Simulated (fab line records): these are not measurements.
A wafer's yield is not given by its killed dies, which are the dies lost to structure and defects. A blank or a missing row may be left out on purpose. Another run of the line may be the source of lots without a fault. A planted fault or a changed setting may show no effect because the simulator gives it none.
fab line records / flow sky130
record: lots: 6 wafers: 18 last-day: 50
route steps=708 shown PWDE@53 NWELL@56
lots with no fault: from the same line, run without faults
start-h: start of the lot's first displayed wafer, in hours after the record's first day / wait-h: how many hours have passed since the lot's step before this one / " same as the row above / L1.1+2: a row that stands for several wafers / - no value, or no start was given / * or withheld: withheld / < > ~ a bound
route shown NAME@n: a module of which the file shows steps, and the number in the route of the first / usual: mean and standard deviation over wafers with no fault / same: alike in all rows / chamber/n: place in a boat / sites: each site's reading / _std_site: the values' standard deviation / _edge_site: inner sites' mean taken away from outer sites' mean / radius-mm: for every site, how far away it sits from the centre of the wafer / mask NAME#n: copy n / behind: the most recent tool/chamber to have shaped the wafer / hold: reason for holding the lot/hours on hold/outcome of the hold / device: names the non-switching transistor (n, p or np) / end of line: the same wafers' tests at the end of the route / a step without rows: its recipe alone / killed: dies that structure and defects cost at the first sort, which is not the same as the wafer's yield / map: per-die view of a wafer (x killed, . not killed, _ where there is no die)
set.NAME: the run value of the setting; set.NAME@STEP: its run value at that earlier step / model.NAME: the simulator's own value behind a step, which no gauge read
lots at selected steps of the route; one table per step, one row per wafer
services: a tool's chamber out of use, with start hour (start-h, from the record's first day; less than 0 if before it), hours out, and reason
== steps ==
step: SKY_PWDE_IMPLANT_08
recipe: species: B energy-kev: 150 dose-cm2: 3.6e+12 tilt-deg: withheld
step: SKY_PWDE_STRIP_09
recipe: chemistry: O2/N2 power-w: 1400 pressure-mtorr: 1500 platen-temp-c: withheld o2-flow-sccm: 3000 n2-flow-sccm: 300 overash-fraction: 0.5
usual: drypump-motor-current-A: 5.9/0.35 n2-flow-sccm: 300.0/0.86 o2-flow-sccm: 2999/8.1 oes-product-au: 0.723/0.0042 strip-time-to-endpoint-s: 36.93/0.11
lot.wafer=L221.2 tool=plasma-asher-02 chamber=1 start-h=109.86 wait-h=0.1 drypump-motor-current-A=5.6 n2-flow-sccm=298.8 o2-flow-sccm=2995 oes-product-au=0.719 rf-hours-counter-h=45 strip-time-to-endpoint-s=36.97
lot.wafer=L221.4 tool=plasma-asher-02 chamber=0 start-h=109.86 wait-h=0.1 drypump-motor-current-A=6.0 n2-flow-sccm=301.2 o2-flow-sccm=2996 oes-product-au=0.727 rf-hours-counter-h=- strip-time-to-endpoint-s=36.96
lot.wafer=L221.5 tool=plasma-asher-02 chamber=1 start-h=109.86 wait-h=0.1 drypump-motor-current-A=5.7 n2-flow-sccm=300.5 o2-flow-sccm=2994 oes-product-au=0.722 rf-hours-counter-h=- strip-time-to-endpoint-s=36.93
lot.wafer=L222.2 tool=plasma-asher-04 chamber=1 start-h=115.04 wait-h=0.1 drypump-motor-current-A=6.4 n2-flow-sccm=300.7 o2-flow-sccm=2997 oes-product-au=0.722 rf-hours-counter-h=28 strip-time-to-endpoint-s=37.05
lot.wafer=L222.3 tool=plasma-asher-04 chamber=1 start-h=115.04 wait-h=0.1 drypump-motor-current-A=6.4 n2-flow-sccm=299.4 o2-flow-sccm=2992 oes-product-au=0.726 rf-hours-counter-h=- strip-time-to-endpoint-s=36.93
lot.wafer=L222.6 tool=plasma-asher-04 chamber=1 start-h=115.04 wait-h=0.1 drypump-motor-current-A=6.3 n2-flow-sccm=300.4 o2-flow-sccm=3005 oes-product-au=0.719 rf-hours-counter-h=- strip-time-to-endpoint-s=36.90
lot.wafer=L224.2 tool=plasma-asher-04 chamber=1 start-h=124.68 wait-h=0.1 drypump-motor-current-A=6.4 n2-flow-sccm=299.1 o2-flow-sccm=2993 oes-product-au=0.729 rf-hours-counter-h=29 strip-time-to-endpoint-s=37.20
lot.wafer=L224.3 tool=plasma-asher-04 chamber=1 start-h=124.68 wait-h=0.1 drypump-motor-current-A=6.3 n2-flow-sccm=300.3 o2-flow-sccm=2989 oes-product-au=0.726 rf-hours-counter-h=- strip-time-to-endpoint-s=37.16
lot.wafer=L224.6 tool=plasma-asher-04 chamber=1 start-h=124.68 wait-h=0.1 drypump-motor-current-A=6.3 n2-flow-sccm=299.7 o2-flow-sccm=3005 oes-product-au=0.729 rf-hours-counter-h=- strip-time-to-endpoint-s=37.01
lot.wafer=L226.2 tool=plasma-asher-04 chamber=1 start-h=138.28 wait-h=0.1 drypump-motor-current-A=6.4 n2-flow-sccm=299.7 o2-flow-sccm=3003 oes-product-au=0.731 rf-hours-counter-h=30 strip-time-to-endpoint-s=36.96
lot.wafer=L226.3 tool=plasma-asher-04 chamber=1 start-h=138.28 wait-h=0.1 drypump-motor-current-A=6.3 n2-flow-sccm=300.2 o2-flow-sccm=3004 oes-product-au=0.725 rf-hours-counter-h=- strip-time-to-endpoint-s=36.99
lot.wafer=L226.6 tool=plasma-asher-04 chamber=1 start-h=138.28 wait-h=0.1 drypump-motor-current-A=6.4 n2-flow-sccm=299.8 o2-flow-sccm=3009 oes-product-au=0.726 rf-hours-counter-h=- strip-time-to-endpoint-s=37.04
lot.wafer=L228.1 tool=plasma-asher-04 chamber=1 start-h=146.69 wait-h=0.1 drypump-motor-current-A=6.4 n2-flow-sccm=298.7 o2-flow-sccm=3015 oes-product-au=0.726 rf-hours-counter-h=31 strip-time-to-endpoint-s=36.97
lot.wafer=L228.2 tool=plasma-asher-04 chamber=0 start-h=146.69 wait-h=0.1 drypump-motor-current-A=5.4 n2-flow-sccm=299.4 o2-flow-sccm=3011 oes-product-au=0.730 rf-hours-counter-h=31 strip-time-to-endpoint-s=36.90
lot.wafer=L228.5 tool=plasma-asher-04 chamber=0 start-h=146.69 wait-h=0.1 drypump-motor-current-A=5.4 n2-flow-sccm=299.1 o2-flow-sccm=3003 oes-product-au=0.721 rf-hours-counter-h=- strip-time-to-endpoint-s=37.02
lot.wafer=L237.4 tool=plasma-asher-04 chamber=1 start-h=209.98 wait-h=0.1 drypump-motor-current-A=6.3 n2-flow-sccm=300.6 o2-flow-sccm=2996 oes-product-au=0.726 rf-hours-counter-h=- strip-time-to-endpoint-s=36.76
lot.wafer=L237.5 tool=plasma-asher-04 chamber=1 start-h=209.98 wait-h=0.1 drypump-motor-current-A=6.3 n2-flow-sccm=299.6 o2-flow-sccm=3004 oes-product-au=0.724 rf-hours-counter-h=- strip-time-to-endpoint-s=36.80
lot.wafer=L237.6 tool=plasma-asher-04 chamber=0 start-h=209.98 wait-h=0.1 drypump-motor-current-A=5.5 n2-flow-sccm=300.5 o2-flow-sccm=2996 oes-product-au=0.719 rf-hours-counter-h=- strip-time-to-endpoint-s=36.68
step: SKY_PWDE_TW_MEAS_10
usual: PWDE_TW: 375.5/2.3
lot.wafer=L221.2 tool=film-metro-02 chamber=- start-h=109.97 wait-h=0.1 PWDE_TW=376.1
lot.wafer=L221.4 tool=film-metro-02 chamber=- start-h=109.97 wait-h=0.1 PWDE_TW=376.0
lot.wafer=L221.5 tool=film-metro-02 chamber=- start-h=109.97 wait-h=0.1 PWDE_TW=375.8
lot.wafer=L222.2 tool=film-metro-02 chamber=- start-h=115.15 wait-h=0.1 PWDE_TW=376.9
lot.wafer=L222.3 tool=film-metro-02 chamber=- start-h=115.15 wait-h=0.1 PWDE_TW=376.5
lot.wafer=L222.6 tool=film-metro-02 chamber=- start-h=115.15 wait-h=0.1 PWDE_TW=375.7
lot.wafer=L224.2 tool=film-metro-02 chamber=- start-h=124.79 wait-h=0.1 PWDE_TW=376.1
lot.wafer=L224.3 tool=film-metro-02 chamber=- start-h=124.79 wait-h=0.1 PWDE_TW=376.0
lot.wafer=L224.6 tool=film-metro-02 chamber=- start-h=124.79 wait-h=0.1 PWDE_TW=375.2
lot.wafer=L226.2 tool=film-metro-02 chamber=- start-h=138.39 wait-h=0.1 PWDE_TW=374.5
lot.wafer=L226.3 tool=film-metro-02 chamber=- start-h=138.39 wait-h=0.1 PWDE_TW=374.3
lot.wafer=L226.6 tool=film-metro-02 chamber=- start-h=138.39 wait-h=0.1 PWDE_TW=374.3
lot.wafer=L228.1 tool=film-metro-02 chamber=- start-h=146.79 wait-h=0.1 PWDE_TW=376.2
lot.wafer=L228.2 tool=film-metro-02 chamber=- start-h=146.79 wait-h=0.1 PWDE_TW=376.9
lot.wafer=L228.5 tool=film-metro-02 chamber=- start-h=146.79 wait-h=0.1 PWDE_TW=376.3
lot.wafer=L237.4 tool=film-metro-04 chamber=- start-h=210.08 wait-h=0.1 PWDE_TW=373.0
lot.wafer=L237.5 tool=film-metro-04 chamber=- start-h=210.08 wait-h=0.1 PWDE_TW=373.4
lot.wafer=L237.6 tool=film-metro-04 chamber=- start-h=210.08 wait-h=0.1 PWDE_TW=371.5
step: SKY_NWELL_DEHYDRATE_03
recipe: temp-c: 200 time-s: 60
step: SKY_NWELL_HMDS_04
recipe: prime-time-s: 60 prime-temp-c: 120
step: SKY_NWELL_COAT_05
recipe: spin-rpm: 2000 resist-thk-nm: 3000
step: SKY_NWELL_SOFTBAKE_06
recipe: temp-c: 110 time-s: withheld
step: SKY_NWELL_EXPOSE_07
recipe: mask-id: NWM na: 0.6 source-shape: conventional sigma-outer: 0.6 polarization: unpolarized target-cd-nm: 840 dose-mj: 255
step: SKY_NWELL_PEB_08
recipe: temp-c: 115 time-s: withheld
step: SKY_NWELL_DEVELOP_09
recipe: wall-angle-deg: 90 developer: TMAH develop-time-s: 62.97 dev-temp-c: 23
step: SKY_NWELL_OVL_MEAS_10
usual: NWELL_00_OVL: 0.6/1.5
lot.wafer=L221.2 tool=overlay-02 chamber=- start-h=128.62 wait-h=- NWELL_00_OVL[nm]=0.6
lot.wafer=L221.4 tool=overlay-02 chamber=- start-h=128.62 wait-h=- NWELL_00_OVL[nm]=0.3
lot.wafer=L221.5 tool=overlay-02 chamber=- start-h=128.62 wait-h=- NWELL_00_OVL[nm]=-1.1
lot.wafer=L222.2 tool=overlay-02 chamber=- start-h=133.55 wait-h=- NWELL_00_OVL[nm]=1.9
lot.wafer=L222.3 tool=overlay-02 chamber=- start-h=133.55 wait-h=- NWELL_00_OVL[nm]=2.0
lot.wafer=L222.6 tool=overlay-02 chamber=- start-h=133.55 wait-h=- NWELL_00_OVL[nm]=2.1
lot.wafer=L224.2 tool=overlay-01 chamber=- start-h=142.17 wait-h=- NWELL_00_OVL[nm]=0.6
lot.wafer=L224.3 tool=overlay-01 chamber=- start-h=142.17 wait-h=- NWELL_00_OVL[nm]=0.0
lot.wafer=L224.6 tool=overlay-01 chamber=- start-h=142.17 wait-h=- NWELL_00_OVL[nm]=0.2
lot.wafer=L226.2 tool=overlay-01 chamber=- start-h=157.40 wait-h=- NWELL_00_OVL[nm]=-0.8
lot.wafer=L226.3 tool=overlay-01 chamber=- start-h=157.40 wait-h=- NWELL_00_OVL[nm]=0.4
lot.wafer=L226.6 tool=overlay-01 chamber=- start-h=157.40 wait-h=- NWELL_00_OVL[nm]=-0.4
lot.wafer=L228.1 tool=overlay-02 chamber=- start-h=167.05 wait-h=- NWELL_00_OVL[nm]=1.4
lot.wafer=L228.2 tool=overlay-02 chamber=- start-h=167.05 wait-h=- NWELL_00_OVL[nm]=0.6
lot.wafer=L228.5 tool=overlay-02 chamber=- start-h=167.05 wait-h=- NWELL_00_OVL[nm]=1.0
lot.wafer=L237.4 tool=overlay-01 chamber=- start-h=231.88 wait-h=- NWELL_00_OVL[nm]=-0.7
lot.wafer=L237.5 tool=overlay-01 chamber=- start-h=231.88 wait-h=- NWELL_00_OVL[nm]=-0.8
lot.wafer=L237.6 tool=overlay-01 chamber=- start-h=231.88 wait-h=- NWELL_00_OVL[nm]=1.1
step: SKY_NWELL_IMPLANT_11
recipe: species: P energy-kev: 400 dose-cm2: 1.9e+13 tilt-deg: withheld
step: SKY_NWELL_IMPLANT_12
recipe: species: P energy-kev: 120 dose-cm2: 1.3e+12 tilt-deg: withheld
usual: beam-energy-keV: 120.00/0.043 dose-ions-cm2: 1.3e+12/1.4e+09 end-station-pressure-torr: 4.97e-06/2.6e-07 faraday-current-uA: 7.32/0.16
lot.wafer=L221.2 tool=implanter-02 chamber=0 start-h=128.82 wait-h=0.1 beam-energy-keV=119.97 dose-ions-cm2=1.3011e+12 end-station-pressure-torr=4.61e-06 faraday-current-uA=7.21
lot.wafer=L221.4 tool=implanter-02 chamber=0 start-h=128.82 wait-h=0.1 beam-energy-keV=119.99 dose-ions-cm2=1.2985e+12 end-station-pressure-torr=5.52e-06 faraday-current-uA=7.47
lot.wafer=L221.5 tool=implanter-02 chamber=0 start-h=128.82 wait-h=0.1 beam-energy-keV=119.99 dose-ions-cm2=1.2985e+12 end-station-pressure-torr=4.9e-06 faraday-current-uA=7.32
lot.wafer=L222.2 tool=implanter-02 chamber=0 start-h=133.76 wait-h=0.1 beam-energy-keV=120.04 dose-ions-cm2=1.2977e+12 end-station-pressure-torr=4.59e-06 faraday-current-uA=7.62
lot.wafer=L222.3 tool=implanter-02 chamber=0 start-h=133.76 wait-h=0.1 beam-energy-keV=120.05 dose-ions-cm2=1.2991e+12 end-station-pressure-torr=5.29e-06 faraday-current-uA=7.21
lot.wafer=L222.6 tool=implanter-02 chamber=0 start-h=133.76 wait-h=0.1 beam-energy-keV=120.02 dose-ions-cm2=1.3007e+12 end-station-pressure-torr=4.96e-06 faraday-current-uA=7.19
lot.wafer=L224.2 tool=implanter-02 chamber=0 start-h=142.37 wait-h=0.1 beam-energy-keV=119.95 dose-ions-cm2=1.2502e+12 end-station-pressure-torr=4.92e-06 faraday-current-uA=6.71
lot.wafer=L224.3 tool=implanter-02 chamber=0 start-h=142.37 wait-h=0.1 beam-energy-keV=120.04 dose-ions-cm2=1.2528e+12 end-station-pressure-torr=5.01e-06 faraday-current-uA=6.97
lot.wafer=L224.6 tool=implanter-02 chamber=0 start-h=142.37 wait-h=0.1 beam-energy-keV=119.90 dose-ions-cm2=1.2496e+12 end-station-pressure-torr=5.3e-06 faraday-current-uA=7.39
lot.wafer=L226.2 tool=implanter-02 chamber=0 start-h=157.61 wait-h=0.1 beam-energy-keV=119.97 dose-ions-cm2=1.2522e+12 end-station-pressure-torr=5.42e-06 faraday-current-uA=7.25
lot.wafer=L226.3 tool=implanter-02 chamber=0 start-h=157.61 wait-h=0.1 beam-energy-keV=119.98 dose-ions-cm2=1.255e+12 end-station-pressure-torr=4.77e-06 faraday-current-uA=7.23
lot.wafer=L226.6 tool=implanter-02 chamber=0 start-h=157.61 wait-h=0.1 beam-energy-keV=119.93 dose-ions-cm2=1.2531e+12 end-station-pressure-torr=5e-06 faraday-current-uA=7.25
lot.wafer=L228.1 tool=implanter-01 chamber=0 start-h=167.23 wait-h=0.1 beam-energy-keV=120.01 dose-ions-cm2=1.3015e+12 end-station-pressure-torr=5.13e-06 faraday-current-uA=7.23
lot.wafer=L228.2 tool=implanter-01 chamber=0 start-h=167.23 wait-h=0.1 beam-energy-keV=120.03 dose-ions-cm2=1.3012e+12 end-station-pressure-torr=5.37e-06 faraday-current-uA=7.56
lot.wafer=L228.5 tool=implanter-01 chamber=0 start-h=167.23 wait-h=0.1 beam-energy-keV=120.05 dose-ions-cm2=1.3001e+12 end-station-pressure-torr=4.75e-06 faraday-current-uA=7.42
lot.wafer=L237.4 tool=implanter-03 chamber=0 start-h=232.12 wait-h=0.1 beam-energy-keV=120.01 dose-ions-cm2=1.3026e+12 end-station-pressure-torr=4.83e-06 faraday-current-uA=7.02
lot.wafer=L237.5 tool=implanter-03 chamber=0 start-h=232.12 wait-h=0.1 beam-energy-keV=120.01 dose-ions-cm2=1.3e+12 end-station-pressure-torr=5.38e-06 faraday-current-uA=7.49
lot.wafer=L237.6 tool=implanter-03 chamber=0 start-h=232.12 wait-h=0.1 beam-energy-keV=119.96 dose-ions-cm2=1.2978e+12 end-station-pressure-torr=4.79e-06 faraday-current-uA=7.45
step: SKY_NWELL_IMPLANT_13
recipe: species: P energy-kev: 50 dose-cm2: 7e+11 tilt-deg: withheld
== services ==
tool=plasma-asher-02 chamber=- start-h=92.35 hours=0.8 kind=repair
tool=implanter-03 chamber=- start-h=120.96 hours=1.1 kind=repair
tool=implanter-01 chamber=- start-h=128.02 hours=3.6 kind=repair
tool=implanter-03 chamber=- start-h=176.61 hours=5.1 kind=repair
tool=implanter-03 chamber=- start-h=177.82 hours=2.4 kind=repair
tool=implanter-02 chamber=- start-h=189.89 hours=3.6 kind=repair
tool=implanter-02 chamber=- start-h=229.61 hours=4.1 kind=repair
== key ==
first-sign: step: SKY_NWELL_IMPLANT_12 reading: dose-ions-cm2 direction: down sigmas: 35 usual: * struck: *
effect none on later readings
met-at SKY_NWELL_IMPLANT_12
struck-wafers L224.2,L224.3,L224.6,L226.2,L226.3,L226.6
sort-left-out L226.2,L226.3,L226.6
tester-left-out L224,L226
onset-between 133.76 142.37
fault: kind: process-parameter-drift tool: implanter-02 chamber: - onset-h: 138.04 steps: SKY_NWELL_IMPLANT_12 channel: dose-cm2 offset: * shape: step end-h: 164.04 acts-in: * stated: *
tester-left-out: of these lots the tester's yield and bins aren't shown, on N5 and GAA mostly nor the transistor test; their killed dies are dies lost to structure and defects alone, not to doping, threshold or leakage, so they don't give the yield
sort-left-out: the simulated sort isn't trusted on such a fault, so these wafers' sort isn't shown, and their yield isn't known
